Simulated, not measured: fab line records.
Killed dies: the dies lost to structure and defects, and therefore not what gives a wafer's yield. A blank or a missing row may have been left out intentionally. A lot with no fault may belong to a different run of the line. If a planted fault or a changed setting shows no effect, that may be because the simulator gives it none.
A struck lot beside a sound one	flow gf180mcu	16 steps out of a route of 602
Sound: these wafers, L359.2, L359.3, L359.4. Struck: wafer L373.1 (L373.2, L373.6, from the same lot, were not struck and are left out); the cause is given at the end.
Each step with rows lists, per side, the tool, then ch with its chambers, then its first start. Under that, the readings that differ: sound wafers	struck wafers	difference of the means	sigmas: that difference in standard deviations of wafers without a fault.
alike: readings whose means differ by less than 2 such deviations, and words and numbers that are the same on both sides. not compared: withheld readings, readings that some wafer has no value for, bounds like >300 that may hide the same value, and numbers for which the record gives no deviation and whose values overlap.
The two part at a step that has a row with sigmas, a row that says differs or no value, or rows on one side only. When numbers do not overlap yet have no deviation, they are printed without sigmas and do not part them. Lack of a reading on every wafer of one side parts them only where that side has two or more wafers.

GF_M4_SPUTTER_04: material TiN, target thk 50 nm, time 41.7 s.
  struck on pvdSputter-03, day 28 12:37; sound on pvdSputter-03, day 23 16:41
  alike: throttleValvePct
GF_M4_RS_MEAS_05: uses a four-point probe to measure.
  struck on filmMetro-01, day 28 12:40; sound on filmMetro-03, day 23 16:44
reading	sound	struck	difference	sigmas
M4_ALCU_RS (ohm/sq)	0.0714 0.0717 0.0716	0.0697	-0.0019	-2
GF_M4_THK_MEAS_06: measures by xrf.
  struck on filmMetro-01, day 28 12:47; sound on filmMetro-03, day 23 16:51
  alike: M4_ALCU_THK
then, 7 steps without rows for these wafers: GF_M4_DEHYDRATE_07 (time 60 s); GF_M4_HMDS_08 (prime time 60 s); GF_M4_COAT_09 (resist thk 1000 nm); GF_M4_SOFTBAKE_10 (time 60 s); GF_M4_EXPOSE_11 (exposes mask Metal4, target cd 280 nm); GF_M4_PEB_12 (peb time 90 s); GF_M4_DEVELOP_13 (develop time 60 s).
GF_M4_CD_MEAS_14: the cd target is 280 nm.
  struck on cdSem-02, day 29 08:46; sound on cdSem-02, day 24 14:54
  alike: cdNm
GF_M4_OVL_MEAS_15:
  struck on overlay-01, day 29 08:53; sound on overlay-02, day 24 15:00
  alike: M4_OVL
GF_M4_METAL_ETCH_16: etches the open film in Cl2/BCl3, stops on SiO2, target depth 750.8 nm, time 125.1 s.
  sound on rieMetal-02 ch 0,1, day 24 15:02; struck on rieMetal-02 ch 0, day 29 08:55
reading	sound	struck	difference	sigmas
oesProductAu (a.u.)	0.983 0.991 0.982	1.004	+0.019	+2
model.KrF_of_M4_COAT_09.thkNm (nm)	693.6 685.9 688.1	566.5	-122.7	
  alike: drypumpMotorCurrentA, mfcCl2Sccm, throttleValvePct
  not compared: rfHoursCounterH
GF_M4_STRIP_17: strips in O2/N2.
  sound on plasmaAsher-02 ch 0,1, day 24 15:10; struck on plasmaAsher-03 ch 1, day 29 09:02
reading	sound	struck	difference	sigmas
oesProductAu (a.u.)	0.542 0.544 0.536	0.493	-0.048	-9
stripTimeToEndpointS (s)	7.47 7.40 7.41	6.21	-1.22	-16
  alike: drypumpMotorCurrentA, heaterPowerW
  not compared: rfHoursCounterH
then, 2 steps without rows for these wafers: GF_M4_STRIP_18 (strips in post etch residue remover, time 1200 s); GF_PASSIVATION_PROBE_99.

WHERE THEY PART
Earliest at GF_M4_RS_MEAS_05; latest, in this record, at GF_M4_STRIP_17.

WHY: the cause the simulator had injected
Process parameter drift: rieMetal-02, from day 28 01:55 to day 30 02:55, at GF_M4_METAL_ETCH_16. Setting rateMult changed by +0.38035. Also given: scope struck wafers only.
